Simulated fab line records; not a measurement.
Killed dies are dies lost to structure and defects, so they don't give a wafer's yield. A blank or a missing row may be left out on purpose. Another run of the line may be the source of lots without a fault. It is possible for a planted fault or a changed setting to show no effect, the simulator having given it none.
fab line records ; flow sky130
record lots=7; wafers=21; lastDay=50
route steps=708 shown LDD_N@247 LDD_P@255 PAD_OPEN@708
lots that met no fault: from a run of the same line without faults
startH: hours from the record's first day to the start of the lot's first wafer shown ; waitH: time in hours since the lot's previous step ; " same as the row above ; L1.1+2: one row covering several wafers at once ; - value missing, or start not given ; * or withheld: withheld ; < > ~ a bound
route shown NAME@n: NAME is a module with steps in the file, n the number in the route of the first one ; usual: mean/standard deviation taken from wafers without a fault ; same: alike in all rows ; chamber/n: place in a boat ; sites: the reading at each site ; _std_site: how widely they spread, as a standard deviation ; _edge_site: mean of outer sites minus mean of inner sites ; radiusMm: for every site, how far away it sits from the centre of the wafer ; mask NAME#n: copy n ; behind: the last tool/chamber to shape the wafer ; hold: the reason the lot was held/the length of the hold in hours/how it ended ; device: the n, p or np transistor that did not switch ; end of line: tests run on the same wafers once the route is complete ; step lacking rows: just its recipe ; killed: at the first sort, the dies lost to defects and structure; wafer yield is something else ; map: dies across one wafer; x = killed, . = not, _ = none there
set.NAME: setting as actually run; set.NAME@STEP: the setting as run at that earlier step ; model.NAME: the simulator's own value behind a step, which no gauge read
lots at selected steps of the route; one table per step, one row per wafer
services: when a tool's chamber went out of use (startH, in hours from the record's first day, below 0 if earlier), for how many hours, and the reason
## steps
# step SKY_LDD_N_IMPLANT_10
# recipe species=As; energyKev=20; doseCm2=7.5e+13; tiltDeg=withheld; rotationDeg=203
# step SKY_LDD_N_IMPLANT_11
# recipe species=As; energyKev=20; doseCm2=7.5e+13; tiltDeg=withheld; rotationDeg=293
# step SKY_LDD_N_IMPLANT_12
# recipe species=BF2; energyKev=50; doseCm2=5e+12; tiltDeg=30; rotationDeg=0
# step SKY_LDD_N_IMPLANT_13
# recipe species=BF2; energyKev=50; doseCm2=5e+12; tiltDeg=30; rotationDeg=90
# step SKY_LDD_N_IMPLANT_14
# recipe species=BF2; energyKev=50; doseCm2=5e+12; tiltDeg=30; rotationDeg=180
# step SKY_LDD_N_IMPLANT_15
# recipe species=BF2; energyKev=50; doseCm2=5e+12; tiltDeg=30; rotationDeg=270
# step SKY_LDD_N_STRIP_16
# recipe chemistry=O2/N2; powerW=1400; pressureMtorr=1500; platenTempC=withheld; o2FlowSccm=3000; n2FlowSccm=300; overashFraction=0.5
# usual drypumpMotorCurrentA=6.06/0.2; oesProductAu=0.407/0.0044; stripTimeToEndpointS=4.310/0.014
lot.wafer;tool;chamber;startH;waitH;drypumpMotorCurrentA;oesProductAu;rfHoursCounterH;stripTimeToEndpointS
L159.3;plasmaAsher-01;0;412.33;0.1;6.15;0.410;-;4.319
L159.4;plasmaAsher-01;1;412.33;0.1;6.21;0.404;-;4.304
L159.5;plasmaAsher-01;0;412.33;0.1;6.18;0.404;-;4.301
L166.1;plasmaAsher-01;0;471.27;0.1;6.18;0.405;63;4.303
L166.2;plasmaAsher-01;1;471.27;0.1;6.26;0.395;63;4.304
L166.3;plasmaAsher-01;1;471.27;0.1;6.25;0.404;-;4.310
L168.1;plasmaAsher-04;1;485.52;0.1;5.69;0.402;36;4.325
L168.4;plasmaAsher-04;0;485.52;0.1;6.07;0.409;-;4.312
L168.6;plasmaAsher-04;1;485.52;0.1;5.67;0.401;-;4.316
L169.2;plasmaAsher-04;1;508.64;0.1;5.67;0.418;39;4.317
L169.3;plasmaAsher-04;1;508.64;0.1;5.69;0.402;-;4.309
L169.5;plasmaAsher-04;0;508.64;0.1;6.09;0.405;-;4.314
L171.2;plasmaAsher-04;0;523.29;0.1;6.08;0.406;41;4.299
L171.5;plasmaAsher-04;0;523.29;0.1;6.09;0.404;-;4.318
L171.6;plasmaAsher-04;1;523.29;0.1;5.64;0.416;-;4.323
L177.1;plasmaAsher-01;1;568.89;0.1;6.21;0.403;72;4.291
L177.2;plasmaAsher-01;0;568.89;0.1;6.16;0.411;72;4.292
L177.6;plasmaAsher-01;0;568.89;0.1;6.16;0.412;-;4.307
L180.2;plasmaAsher-01;0;585.97;0.1;6.13;0.403;74;4.308
L180.3;plasmaAsher-01;0;585.97;0.1;6.19;0.406;-;4.309
L180.5;plasmaAsher-01;0;585.97;0.1;6.19;0.406;-;4.306
# step SKY_LDD_N_TW_MEAS_17
# usual LDD_N_TW=2588/29
lot.wafer;tool;chamber;startH;waitH;LDD_N_TW
L159.3;filmMetro-03;-;412.41;0.1;2607
L159.4;filmMetro-03;-;412.41;0.1;2613
L159.5;filmMetro-03;-;412.41;0.1;2599
L166.1;filmMetro-03;-;471.37;0.1;2603
L166.2;filmMetro-03;-;471.37;0.1;2618
L166.3;filmMetro-03;-;471.37;0.1;2620
L168.1;filmMetro-03;-;485.62;0.1;2622
L168.4;filmMetro-03;-;485.62;0.1;2617
L168.6;filmMetro-03;-;485.62;0.1;2614
L169.2;filmMetro-03;-;508.75;0.1;2609
L169.3;filmMetro-03;-;508.75;0.1;2606
L169.5;filmMetro-03;-;508.75;0.1;2616
L171.2;filmMetro-02;-;523.40;0.1;2571
L171.5;filmMetro-02;-;523.40;0.1;2576
L171.6;filmMetro-02;-;523.40;0.1;2571
L177.1;filmMetro-01;-;568.99;0.1;2576
L177.2;filmMetro-01;-;568.99;0.1;2564
L177.6;filmMetro-01;-;568.99;0.1;2560
L180.2;filmMetro-03;-;586.08;0.1;2616
L180.3;filmMetro-03;-;586.08;0.1;2612
L180.5;filmMetro-03;-;586.08;0.1;2620
# step SKY_LDD_P_DEHYDRATE_00
# recipe tempC=200; timeS=60
# step SKY_LDD_P_HMDS_01
# recipe primeTimeS=60; primeTempC=120
# step SKY_LDD_P_COAT_02
# recipe resist=NOVOLAK; spinRpm=3000; resistThkNm=1140
# step SKY_LDD_P_SOFTBAKE_03
# recipe tempC=90; timeS=60; resist=NOVOLAK
# step SKY_LDD_P_EXPOSE_04
# recipe maskId=PSDM; na=0.6; sourceShape=conventional; sigmaOuter=0.6; polarization=unpolarized; targetCdNm=380; doseMj=138
lot.wafer;tool;chamber;startH;waitH;mask;model.LDD_P.overlayXNm
L159.3+4+5;ilineStepper-02;0;427.39;-;PSDM#0;-1.108
L166.1+2+3;ilineStepper-01;0;487.32;-;PSDM#0;0.2959
L168.1+4+6;ilineStepper-01;0;501.36;-;PSDM#0;-0.7547
L169.2+3+5;ilineStepper-01;0;523.79;-;PSDM#0;36.35
L171.2+5+6;ilineStepper-01;0;538.57;-;PSDM#0;37.27
L177.1+2+6;ilineStepper-01;0;584.18;-;PSDM#0;35.17
L180.2+3+5;ilineStepper-02;0;600.77;-;PSDM#0;0.04228
# step SKY_LDD_P_PEB_05
# recipe tempC=withheld; timeS=*; resist=NOVOLAK
# step SKY_LDD_P_DEVELOP_06
# recipe resist=NOVOLAK; developer=TMAH; developTimeS=60; devTempC=23
# step SKY_LDD_P_CD_MEAS_07
# recipe targetCdNm=380
# usual cdNm=380.1/2.2
lot.wafer;tool;chamber;startH;waitH;cdNm
L159.3;cdSem-02;-;441.72;0.1;379.0
L159.4;cdSem-02;-;441.72;0.1;382.1
L159.5;cdSem-02;-;441.72;0.1;379.0
L166.1;cdSem-01;-;502.22;0.1;374.7
L166.2;cdSem-01;-;502.22;0.1;376.8
L166.3;cdSem-01;-;502.22;0.1;375.8
L168.1;cdSem-01;-;516.28;0.1;381.6
L168.4;cdSem-01;-;516.28;0.1;380.2
L168.6;cdSem-01;-;516.28;0.1;380.9
L169.2;cdSem-02;-;538.45;0.1;377.5
L169.3;cdSem-02;-;538.45;0.1;378.8
L169.5;cdSem-02;-;538.45;0.1;380.8
L171.2;cdSem-01;-;553.68;0.1;379.7
L171.5;cdSem-01;-;553.68;0.1;379.6
L171.6;cdSem-01;-;553.68;0.1;376.7
L177.1;cdSem-01;-;598.87;0.1;378.7
L177.2;cdSem-01;-;598.87;0.1;379.9
L177.6;cdSem-01;-;598.87;0.1;378.9
L180.2;cdSem-02;-;615.13;0.1;379.0
L180.3;cdSem-02;-;615.13;0.1;379.0
L180.5;cdSem-02;-;615.13;0.1;378.1
# step SKY_LDD_P_OVL_MEAS_08
# usual LDD_P_OVL=-0.2/1.3
lot.wafer;tool;chamber;startH;waitH;LDD_P_OVL[nm]
L159.3;overlay-01;-;441.81;0.1;1.3
L159.4;overlay-01;-;441.81;0.1;1.0
L159.5;overlay-01;-;441.81;0.1;-1.7
L166.1;overlay-02;-;502.34;0.1;1.6
L166.2;overlay-02;-;502.34;0.1;1.9
L166.3;overlay-02;-;502.34;0.1;-0.6
L168.1;overlay-01;-;516.40;0.1;0.2
L168.4;overlay-01;-;516.40;0.1;-0.6
L168.6;overlay-01;-;516.40;0.1;-0.3
L169.2;overlay-02;-;538.55;0.1;36.3
L169.3;overlay-02;-;538.55;0.1;35.8
L169.5;overlay-02;-;538.55;0.1;36.4
L171.2;overlay-01;-;553.78;0.1;39.3
L171.5;overlay-01;-;553.78;0.1;37.5
L171.6;overlay-01;-;553.78;0.1;37.5
L177.1;overlay-02;-;598.99;0.1;33.9
L177.2;overlay-02;-;598.99;0.1;33.1
L177.6;overlay-02;-;598.99;0.1;33.9
L180.2;overlay-02;-;615.23;0.1;-0.3
L180.3;overlay-02;-;615.23;0.1;-1.5
L180.5;overlay-02;-;615.23;0.1;2.0
# step SKY_LDD_P_IMPLANT_09
# recipe species=BF2; energyKev=25; doseCm2=1e+13; tiltDeg=withheld
# step SKY_PAD_OPEN_PROBE_99
# usual killed_at_M0_to_M3=42/6.1; killed_at_M4_up=3.1/1.7; killedAtContacts=24/5.5; killedAtFrontEnd=16/4.1; killedAtOther=0.3/0.57; killedDies=86/8.2; killedOpen=47/6.8; killedShort=38/5.8
# same grossDies=492; killedAtBackSide=0
lot.wafer;tool;chamber;startH;waitH;killed_at_M0_to_M3;killed_at_M4_up;killedAtContacts;killedAtFrontEnd;killedAtOther;killedDies;killedOpen;killedShort
L159.3;prober-01;-;1080.25;0.2;33;2;20;15;0;70;38;32
L159.4;prober-01;-;1080.30;0.2;47;4;30;15;1;97;52;44
L159.5;prober-01;-;1080.35;0.2;39;2;22;18;0;81;44;37
# killed by level:class
L159.3 CONTACT:geometricParticle:open=8 VIA1:geometricParticle:open=8 METAL1:geometricParticle:short=6 VIA2:geometricParticle:open=6 LI_CONTACT:geometricParticle:open=5 POLY_GATE:geometricParticle:short=4 LOCAL_INTERCONNECT:geometricParticle:short=4 FIELD_ISO:geometricParticle:open=3
L159.4 CONTACT:geometricParticle:open=17 VIA1:geometricParticle:open=12 METAL2:geometricParticle:short=7 METAL1:geometricParticle:short=6 VIA2:geometricParticle:short=6 VIA2:geometricParticle:open=6 POLY_GATE:geometricParticle:short=5 CONTACT:geometricParticle:short=5
L159.5 VIA2:geometricParticle:open=10 VIA1:geometricParticle:open=7 CONTACT:geometricParticle:short=7 FIELD_ISO:geometricParticle:short=6 CONTACT:geometricParticle:open=6 LOCAL_INTERCONNECT:geometricParticle:short=5 POLY_GATE:geometricParticle:open=4 LI_CONTACT:geometricParticle:open=4
## services
tool;chamber;startH;hours;kind
ilineStepper-01;-;389.83;2.1;pm
ilineStepper-01;-;391.91;-;consumableReplace:lamp
ilineStepper-02;-;395.01;5.4;repair
ilineStepper-02;0;421.48;-;calibration
ilineStepper-02;-;436.16;1.7;pm
plasmaAsher-01;-;473.36;14.3;repair
plasmaAsher-01;-;476.47;2.3;repair
plasmaAsher-01;-;487.68;2.8;pm
ilineStepper-02;-;500.00;2.1;pm
ilineStepper-02;-;502.08;-;consumableReplace:lamp
plasmaAsher-01;-;507.33;1.5;repair
ilineStepper-01;-;542.93;19.4;repair
ilineStepper-01;0;554.09;-;calibration
ilineStepper-01;-;562.36;1.7;pm
plasmaAsher-04;-;574.13;7.3;pm
## key
firstSign step=SKY_LDD_P_OVL_MEAS_08; reading=LDD_P_OVL; direction=up; sigmas=27; usual=-0.2; struck=36.0
effect none on later readings
modelEffect step=SKY_LDD_P_EXPOSE_04; value=LDD_P.overlayXNm; without=-0.3164; struck=36.26
metAt SKY_LDD_P_EXPOSE_04
struckWafers L169.2,L169.3,L169.5,L171.2,L171.5,L171.6,L177.1,L177.2,L177.6
testerLeftOut L169,L171,L177
onsetBetween 501.36 523.79
fault kind=scannerMatchingOverlay; tool=ilineStepper-01; chamber=-; onsetH=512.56; steps=SKY_LDD_P_EXPOSE_04; offset=36.581
# testerLeftOut: of these lots the tester's yield and bins aren't shown, on N5 and GAA mostly nor the transistor test; their killed dies are dies lost to structure and defects alone, not to doping, threshold or leakage, so they don't give the yield
